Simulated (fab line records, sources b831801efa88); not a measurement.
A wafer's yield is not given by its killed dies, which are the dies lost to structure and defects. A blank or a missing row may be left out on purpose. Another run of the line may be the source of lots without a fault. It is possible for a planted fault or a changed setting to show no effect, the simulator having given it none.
fab line records	flow sky130
[record] lots = 12	wafers = 36	last_day = 50
route steps=708 shown LOCAL_INTERCONNECT@392 METAL1@434 VIA3@587 CAP2M@604
lots with no fault: from the same line, run without faults
start_h: start of the lot's first displayed wafer, in hours after the record's first day	wait_h: hours from the lot's prior step to this one	" as in the row above	L1.1+2: a row that stands for several wafers	- no value present, or no start provided	* or withheld: withheld	< > ~ a bound
route shown NAME@n: a module of which the file shows steps, and the number in the route of the first	usual: average and standard deviation across the fault-free wafers	same: alike in all rows	chamber/n: place in a boat	sites: the reading at each site	_std_site: standard deviation of those values	_edge_site: inner sites' mean taken away from outer sites' mean	radius_mm: how far each site lies from the wafer's centre	mask NAME#n: copy n	behind: the tool/chamber that last shaped the wafer	hold: why the lot went on hold/how many hours it stayed there/how the hold came to an end	device: which transistor (n, p or np) failed to switch	end of line: at the end of the route, the tests of the same wafers	a step without rows: its recipe alone	killed: count of dies lost to structure and defects at first sort (not the wafer's yield)	map: the dies of a wafer, with x for killed, . for not killed, _ for no die there
set.NAME: the setting as run; set.NAME@STEP: as run at that earlier step	model.NAME: the simulator's own value behind a step, which no gauge read
a sample of lots followed through the steps of the route, with each step as a table and each wafer as a row
services: a tool's chamber out of use, with start hour (start_h, from the record's first day; less than 0 if before it), hours out, and reason
[[steps]]
[step SKY_LOCAL_INTERCONNECT_COAT_05]
[recipe] resist = BARC	temp_c = withheld	time_s = withheld	spin_rpm = 3000	resist_thk_nm = 60
[usual] spin_speed_rpm = 2999.8/2.3
lot.wafer	tool	chamber	start_h	wait_h	spin_speed_rpm
L566.1	litho_track-04	0	687.43	0.1	2999.9
L566.2	"	0	"	"	2998.2
L566.6	"	0	"	"	3003.2
L568.2	litho_track-02	0	703.29	0.1	3001.8
L568.3	"	0	"	"	3002.6
L568.4	"	0	"	"	2997.9
L569.2	litho_track-03	0	716.74	0.1	2997.6
L569.4	"	0	"	"	2997.2
L569.5	"	0	"	"	2997.0
L571.1	litho_track-02	0	737.82	0.1	3000.1
L571.4	"	0	"	"	3001.8
L571.6	"	0	"	"	2996.4
L576.1	litho_track-02	0	774.77	0.1	3000.7
L576.4	"	0	"	"	2999.9
L576.5	"	0	"	"	2998.5
L578.1	litho_track-02	0	788.92	0.1	2997.9
L578.3	"	0	"	"	2994.5
L578.6	"	0	"	"	3000.8
L582.1	litho_track-03	0	820.46	0.1	3001.2
L582.2	"	0	"	"	2998.8
L582.5	"	0	"	"	2999.0
L584.1	litho_track-04	0	836.68	0.1	3002.2
L584.4	"	0	"	"	3001.7
L584.6	"	0	"	"	3000.4
L586.1	litho_track-04	0	849.13	0.1	3001.8
L586.2	"	0	"	"	3001.1
L586.6	"	0	"	"	2998.5
L587.1	litho_track-02	0	863.42	0.1	2998.3
L587.2	"	0	"	"	2998.2
L587.6	"	0	"	"	2999.7
L589.3	litho_track-02	0	880.77	0.1	3002.1
L589.4	"	0	"	"	3001.1
L589.5	"	0	"	"	3000.5
L588.1	litho_track-02	0	881.52	0.1	3005.0
L588.3	"	0	"	"	2999.5
L588.5	"	0	"	"	3003.1
[step SKY_LOCAL_INTERCONNECT_ETCH_13]
[recipe] chemistry = N2/H2	target = BARC	ion_energy_ev = 200	bias_w = 100	pressure_mtorr = 30	n2_flow_sccm = 100	h2_flow_sccm = 200	icp_w = 500	stop_on = SiO2	time_s = 45.9	target_depth_a = 600
[usual] drypump_motor_current_A = 5.9/0.44	oes_product_au = 0.854/0.0051	throttle_valve_pct = 13.224/0.0088
[same] time_s = 45.9
lot.wafer	tool	chamber	start_h	wait_h	drypump_motor_current_A	oes_product_au	rf_hours_counter_h	throttle_valve_pct
L566.1	rie_metal-01	0	702.23	0.0	5.9	0.851	10	13.230
L566.2	"	1	"	"	5.1	0.859	3	13.226
L566.6	"	1	"	"	5.1	0.851	-	13.219
L568.2	rie_metal-04	1	717.59	0.0	6.3	0.850	6	13.238
L568.3	"	0	"	"	6.2	0.847	-	13.224
L568.4	"	1	"	"	6.4	0.859	-	13.220
L569.2	rie_metal-02	1	731.51	0.0	5.8	0.858	12	13.227
L569.4	"	0	"	"	5.5	0.863	-	13.234
L569.5	"	1	"	"	5.8	0.850	-	13.219
L571.1	rie_metal-04	1	752.28	0.0	6.4	0.848	7	13.223
L571.4	"	0	"	"	6.2	0.847	-	13.235
L571.6	"	1	"	"	6.4	0.851	-	13.217
L576.1	rie_metal-01	0	787.99	0.0	5.9	0.871	14	13.217
L576.4	"	0	"	"	5.9	0.864	-	13.222
L576.5	"	0	"	"	5.9	0.867	-	13.226
L578.1	rie_metal-01	1	802.13	0.0	5.1	0.866	7	13.240
L578.3	"	0	"	"	5.9	0.874	-	13.230
L578.6	"	1	"	"	5.1	0.867	-	13.237
L582.1	rie_metal-04	1	834.24	0.0	6.4	0.849	10	13.230
L582.2	"	0	"	"	6.2	0.852	7	13.227
L582.5	"	1	"	"	6.4	0.853	-	13.228
L584.1	rie_metal-04	0	850.42	0.0	6.2	0.856	7	13.239
L584.4	"	1	"	"	6.4	0.846	-	13.219
L584.6	"	1	"	"	6.4	0.851	-	13.230
L586.1	rie_metal-04	1	862.75	0.0	6.4	0.863	11	13.209
L586.2	"	0	"	"	6.1	0.852	8	13.222
L586.6	"	0	"	"	6.2	0.860	-	13.224
L587.1	rie_metal-02	0	877.57	0.0	5.5	0.852	8	13.212
L587.2	"	1	"	"	5.8	0.854	17	13.221
L587.6	"	0	"	"	5.5	0.852	-	13.229
L589.3	rie_metal-01	0	894.36	0.0	5.9	0.849	-	13.222
L589.4	"	1	"	"	5.1	0.853	-	13.226
L589.5	"	0	"	"	5.9	0.844	-	13.219
L588.1	rie_metal-02	1	894.93	0.0	5.8	0.853	18	13.214
L588.3	"	0	"	"	5.5	0.856	-	13.233
L588.5	"	0	"	"	5.5	0.858	-	13.220
[step SKY_METAL1_SPUTTER_00]
[recipe] material = Ti	target_thk_nm = 15	power_w = 3000	time_s = 10	chamber_pressure_pa = 0.4
[usual] throttle_valve_pct = 29.7/1
[same] time_s = 10
lot.wafer	tool	chamber	start_h	wait_h	throttle_valve_pct
L566.1	pvd_sputter-04	-	733.79	0.1	30.8
L566.2	"	-	"	"	30.5
L566.6	"	-	"	"	30.6
L568.2	pvd_sputter-04	-	748.86	0.1	31.0
L568.3	"	-	"	"	29.0
L568.4	"	-	"	"	30.6
L569.2	pvd_sputter-03	-	762.40	0.1	29.2
L569.4	"	-	"	"	31.3
L569.5	"	-	"	"	28.5
L571.1	pvd_sputter-04	-	782.80	0.2	30.6
L571.4	"	-	"	"	31.0
L571.6	"	-	"	"	28.8
L576.1	pvd_sputter-03	-	816.45	0.2	29.5
L576.4	"	-	"	"	31.3
L576.5	"	-	"	"	28.3
L578.1	pvd_sputter-03	-	831.26	0.1	31.1
L578.3	"	-	"	"	28.6
L578.6	"	-	"	"	29.7
L582.1	pvd_sputter-03	-	863.58	0.2	31.3
L582.2	"	-	"	"	28.3
L582.5	"	-	"	"	31.3
L584.1	pvd_sputter-02	-	879.35	0.1	27.9
L584.4	"	-	"	"	28.5
L584.6	"	-	"	"	29.3
L586.1	pvd_sputter-02	-	891.70	0.1	28.0
L586.2	"	-	"	"	29.5
L586.6	"	-	"	"	29.2
L587.1	pvd_sputter-02	-	906.68	0.2	28.1
L587.2	"	-	"	"	29.2
L587.6	"	-	"	"	28.3
L589.3	pvd_sputter-03	-	922.31	0.2	28.3
L589.4	"	-	"	"	29.9
L589.5	"	-	"	"	29.6
L588.1	pvd_sputter-02	-	922.65	0.2	28.4
L588.3	"	-	"	"	28.5
L588.5	"	-	"	"	29.7
[step SKY_VIA3_ETCH_14]
[recipe] chemistry = N2/H2	target = BARC	ion_energy_ev = 200	source_w = 500	bias_w = 100	pressure_mtorr = 30	n2_flow_sccm = 100	h2_flow_sccm = 200	stop_on = SiO2	time_s = 45.9	target_depth_a = 600
[usual] drypump_motor_current_A = 5.7/0.51	oes_product_au = 0.855/0.0053	throttle_valve_pct = 13.225/0.009
[same] time_s = 45.9
lot.wafer	tool	chamber	start_h	wait_h	drypump_motor_current_A	oes_product_au	rf_hours_counter_h	throttle_valve_pct
L566.1	rie_diel-04	0	929.43	0.0	5.5	0.856	14	13.230
L566.2	"	2	"	"	5.3	0.856	4	13.225
L566.6	"	2	"	"	5.4	0.851	-	13.200
L568.2	rie_diel-04	0	941.69	0.0	5.5	0.851	14	13.209
L568.3	"	1	"	"	6.2	0.861	10	13.211
L568.4	"	1	"	"	6.2	0.856	-	13.221
L569.2	rie_diel-03	0	952.57	0.0	5.6	0.860	16	13.217
L569.4	"	3	"	"	6.5	0.846	0	13.202
L569.5	"	2	"	"	4.8	0.859	-	13.228
L571.1	rie_diel-03	1	970.34	0.0	5.6	0.856	13	13.229
L571.4	"	2	"	"	4.9	0.869	20	13.245
L571.6	"	3	"	"	6.5	0.840	-	13.225
L576.1	rie_diel-03	3	1002.42	0.0	6.5	0.848	2	13.222
L576.4	"	1	"	"	5.6	0.856	14	13.215
L576.5	"	0	"	"	5.6	0.857	-	13.221
L578.1	rie_diel-04	0	1015.44	0.0	5.5	0.854	17	13.240
L578.3	"	3	"	"	6.1	0.853	18	13.228
L578.6	"	3	"	"	6.1	0.849	-	13.239
L582.1	rie_diel-04	3	1043.44	0.0	6.1	0.849	20	13.220
L582.2	"	2	"	"	5.4	0.851	8	13.216
L582.5	"	2	"	"	5.4	0.853	-	13.230
L584.1	rie_diel-04	1	1055.23	0.0	6.2	0.855	14	13.231
L584.4	"	3	"	"	6.1	0.853	20	13.233
L584.6	"	2	"	"	5.4	0.851	-	13.218
L586.1	rie_diel-04	3	1066.77	0.0	6.1	0.853	20	13.230
L586.2	"	0	"	"	5.5	0.863	19	13.213
L586.6	"	3	"	"	6.1	0.855	-	13.233
L587.1	rie_diel-03	3	1078.93	0.0	6.5	0.855	4	13.232
L587.2	"	0	"	"	5.6	0.858	20	13.229
L587.6	"	2	"	"	4.8	0.845	-	13.220
L589.3	rie_diel-02	2	1091.39	0.0	5.2	0.855	14	13.238
L589.4	"	2	"	"	5.2	0.860	-	13.248
L589.5	"	0	"	"	5.2	0.857	-	13.223
L588.1	rie_diel-04	1	1092.02	0.0	6.2	0.859	16	13.236
L588.3	"	2	"	"	5.4	0.850	10	13.231
L588.5	"	0	"	"	5.5	0.855	-	13.243
[step SKY_CAP2M_THK_MEAS_01]
[recipe] reads = SiO2_of_CAP2M_CVD_00
[usual] CAP2M_CVD_00_THK = 15.53/0.24
lot.wafer	tool	chamber	start_h	wait_h	CAP2M_CVD_00_THK[nm]
L566.1	film_metro-04	-	930.96	-	15.36
L566.2	"	-	"	"	15.25
L566.6	"	-	"	"	15.89
L568.2	film_metro-01	-	943.35	-	15.76
L568.3	"	-	"	"	15.46
L568.4	"	-	"	"	15.86
L569.2	film_metro-02	-	954.27	-	15.68
L569.4	"	-	"	"	15.68
L569.5	"	-	"	"	15.66
L571.1	film_metro-01	-	971.91	-	15.44
L571.4	"	-	"	"	15.69
L571.6	"	-	"	"	15.52
L576.1	film_metro-02	-	1003.96	-	15.37
L576.4	"	-	"	"	15.40
L576.5	"	-	"	"	16.09
L578.1	film_metro-02	-	1017.03	-	15.22
L578.3	"	-	"	"	15.38
L578.6	"	-	"	"	15.78
L582.1	film_metro-04	-	1045.12	-	15.27
L582.2	"	-	"	"	15.59
L582.5	"	-	"	"	15.63
L584.1	film_metro-01	-	1056.76	-	15.48
L584.4	"	-	"	"	15.73
L584.6	"	-	"	"	15.85
L586.1	film_metro-04	-	1068.36	-	15.37
L586.2	"	-	"	"	15.43
L586.6	"	-	"	"	15.68
L587.1	film_metro-02	-	1080.58	-	15.30
L587.2	"	-	"	"	15.10
L587.6	"	-	"	"	15.40
L589.3	film_metro-02	-	1092.94	-	15.13
L589.4	"	-	"	"	15.51
L589.5	"	-	"	"	15.30
L588.1	film_metro-02	-	1093.61	-	15.36
L588.3	"	-	"	"	15.19
L588.5	"	-	"	"	15.30
[[services]]
tool	chamber	start_h	hours	kind
rie_diel-04	0	664.25	4.0	repair
rie_diel-04	1	666.64	1.3	repair
rie_metal-04	1	667.84	4.8	repair
pvd_sputter-03	-	677.96	0.5	repair
rie_diel-03	-	694.89	0.8	repair
rie_diel-04	-	704.10	2.8	pm
rie_diel-03	2	728.07	1.2	repair
rie_diel-04	-	728.15	76.0	repair
rie_diel-04	3	745.12	5.5	repair
pvd_sputter-02	-	760.52	4.8	repair
rie_diel-04	-	761.17	1.8	repair
rie_metal-01	-	817.47	0.8	repair
rie_diel-03	1	848.87	39.3	repair
rie_diel-04	-	854.65	0.6	repair
rie_diel-04	1	860.03	1.4	repair
rie_metal-04	1	866.54	3.6	repair
rie_metal-04	1	891.65	6.7	repair
pvd_sputter-03	-	893.67	2.5	repair
rie_diel-04	3	939.36	9.7	repair
rie_diel-04	3	985.38	8.4	repair
rie_metal-04	-	997.80	0.9	repair
rie_diel-04	1	1030.59	3.0	repair
rie_diel-04	3	1073.49	4.2	repair
rie_metal-04	-	1084.23	0.6	repair
[[key]]
[first_sign] step = SKY_LOCAL_INTERCONNECT_ETCH_13	reading = oes_product_au	direction = up	sigmas = 2.7	usual = 0.854	struck = 0.868
effect none on later readings
met_at SKY_LOCAL_INTERCONNECT_COAT_05
struck_lots L576,L578
tester_left_out L576,L578
not_acting_at SKY_METAL1_SPUTTER_00,SKY_VIA3_ETCH_14,SKY_CAP2M_THK_MEAS_01
onset_between 737.82 774.77
[fault] kind = process_parameter_drift	tool = litho_track-02	chamber = -	onset_h = 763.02	steps = SKY_LOCAL_INTERCONNECT_COAT_05	channel = resist_thk_nm	offset = 1.9805	shape = step	end_h = 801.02	acts_in = these_recipes_only	stated = 60
// tester_left_out: of these lots the tester's yield and bins aren't shown, on N5 and GAA mostly nor the transistor test; their killed dies are dies lost to structure and defects alone, not to doping, threshold or leakage, so they don't give the yield
